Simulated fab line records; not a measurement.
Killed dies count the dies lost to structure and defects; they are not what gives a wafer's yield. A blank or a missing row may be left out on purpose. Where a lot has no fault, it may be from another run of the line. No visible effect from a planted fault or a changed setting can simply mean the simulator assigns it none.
Matching of chambers :: flow sky130 :: 4 sister chambers for SKY_FIELD_ISO_ETCH_15 on rie-diel-02
The step etches the open film in CHF3/O2, stops on Si, target depth 180 nm, time 72 s. 14 wafers are shown with their chamber, then 7 later ones without.

EACH WAFER AND ITS CHAMBER
wafer: L127.2
chamber: 1
drypump-motor-current-A (A): 6.1
bias-w (W): 201.0
chamber-pressure-mTorr (mTorr): 39.97

wafer: L127.4
chamber: 3
drypump-motor-current-A (A): 5.9
bias-w (W): 201.2
chamber-pressure-mTorr (mTorr): 39.96

wafer: L127.5
chamber: 1
drypump-motor-current-A (A): 6.1
bias-w (W): 200.6
chamber-pressure-mTorr (mTorr): 40.00

wafer: L128.3
chamber: 1
drypump-motor-current-A (A): 6.1
bias-w (W): 200.7
chamber-pressure-mTorr (mTorr): 40.02

wafer: L128.5
chamber: 3
drypump-motor-current-A (A): 6.0
bias-w (W): 200.0
chamber-pressure-mTorr (mTorr): 40.01

wafer: L128.6
chamber: 0
drypump-motor-current-A (A): 6.0
bias-w (W): 200.6
chamber-pressure-mTorr (mTorr): 39.99

wafer: L135.3
chamber: 0
drypump-motor-current-A (A): 6.0
bias-w (W): 200.6
chamber-pressure-mTorr (mTorr): 40.01

wafer: L135.5
chamber: 3
drypump-motor-current-A (A): 6.0
bias-w (W): 200.7
chamber-pressure-mTorr (mTorr): 40.04

wafer: L135.6
chamber: 0
drypump-motor-current-A (A): 6.0
bias-w (W): 200.4
chamber-pressure-mTorr (mTorr): 40.01

wafer: L136.2
chamber: 0
drypump-motor-current-A (A): 6.0
bias-w (W): 199.8
chamber-pressure-mTorr (mTorr): 39.94

wafer: L136.3
chamber: 3
drypump-motor-current-A (A): 6.0
bias-w (W): 200.4
chamber-pressure-mTorr (mTorr): 40.05

wafer: L136.6
chamber: 1
drypump-motor-current-A (A): 6.1
bias-w (W): 200.2
chamber-pressure-mTorr (mTorr): 40.02

wafer: L142.1
chamber: 2
drypump-motor-current-A (A): 6.1
bias-w (W): 199.7
chamber-pressure-mTorr (mTorr): 40.04

wafer: L142.4
chamber: 0
drypump-motor-current-A (A): 6.0
bias-w (W): 200.3
chamber-pressure-mTorr (mTorr): 40.00

SIGNATURES, as means of the wafers listed above
reading: drypump-motor-current-A
chamber 0: 6.000
chamber 1: 6.100
chamber 2: 6.100
chamber 3: 5.975
scatter within a chamber: 0.0274

reading: bias-w
chamber 0: 200.340
chamber 1: 200.625
chamber 2: 199.700
chamber 3: 200.575
scatter within a chamber: 0.391

reading: chamber-pressure-mTorr
chamber 0: 39.9900
chamber 1: 40.0025
chamber 2: 40.0400
chamber 3: 40.0150
scatter within a chamber: 0.0316
Rule: for each reading, subtract the chamber's mean from the wafer's reading, divide by that reading's scatter and square the result; add these up over the readings and take the root, which gives the wafer's distance from the chamber. If the next closest chamber is less than 2 further off than the closest, the wafer can't be placed; otherwise it belongs to the closest. How the scatter is found: for the shown wafers, subtract from each reading the mean of its chamber, square and add these, divide the total by (wafers less chambers), then take the root.

WAFERS WHOSE CHAMBER IS MISSING
wafer: L142.5
drypump-motor-current-A (A): 6.0
bias-w (W): 200.4
chamber-pressure-mTorr (mTorr): 40.04

wafer: L143.1
drypump-motor-current-A (A): 5.9
bias-w (W): 200.4
chamber-pressure-mTorr (mTorr): 39.95

wafer: L143.2
drypump-motor-current-A (A): 6.1
bias-w (W): 199.8
chamber-pressure-mTorr (mTorr): 40.05

wafer: L143.4
drypump-motor-current-A (A): 6.1
bias-w (W): 199.9
chamber-pressure-mTorr (mTorr): 40.07

wafer: L149.2
drypump-motor-current-A (A): 6.0
bias-w (W): 200.1
chamber-pressure-mTorr (mTorr): 39.96

wafer: L149.5
drypump-motor-current-A (A): 6.1
bias-w (W): 200.0
chamber-pressure-mTorr (mTorr): 39.94

wafer: L149.6
drypump-motor-current-A (A): 6.1
bias-w (W): 200.8
chamber-pressure-mTorr (mTorr): 40.10

WHICH CHAMBER EACH WENT THROUGH
wafer: L142.5
from the rows above: can't be placed: 3 or 0
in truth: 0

wafer: L143.1
from the rows above: can't be placed: 3 or 0
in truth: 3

wafer: L143.2
from the rows above: 2
in truth: 2

wafer: L143.4
from the rows above: can't be placed: 2 or 1
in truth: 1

wafer: L149.2
from the rows above: can't be placed: 0 or 3
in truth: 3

wafer: L149.5
from the rows above: can't be placed: 1 or 2 or 0
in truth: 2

wafer: L149.6
from the rows above: can't be placed: 1 or 2
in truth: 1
1 of 7 placed correctly. These rows do not allow placing 6 (true chamber among the candidates in 6). 0 placed wrongly.
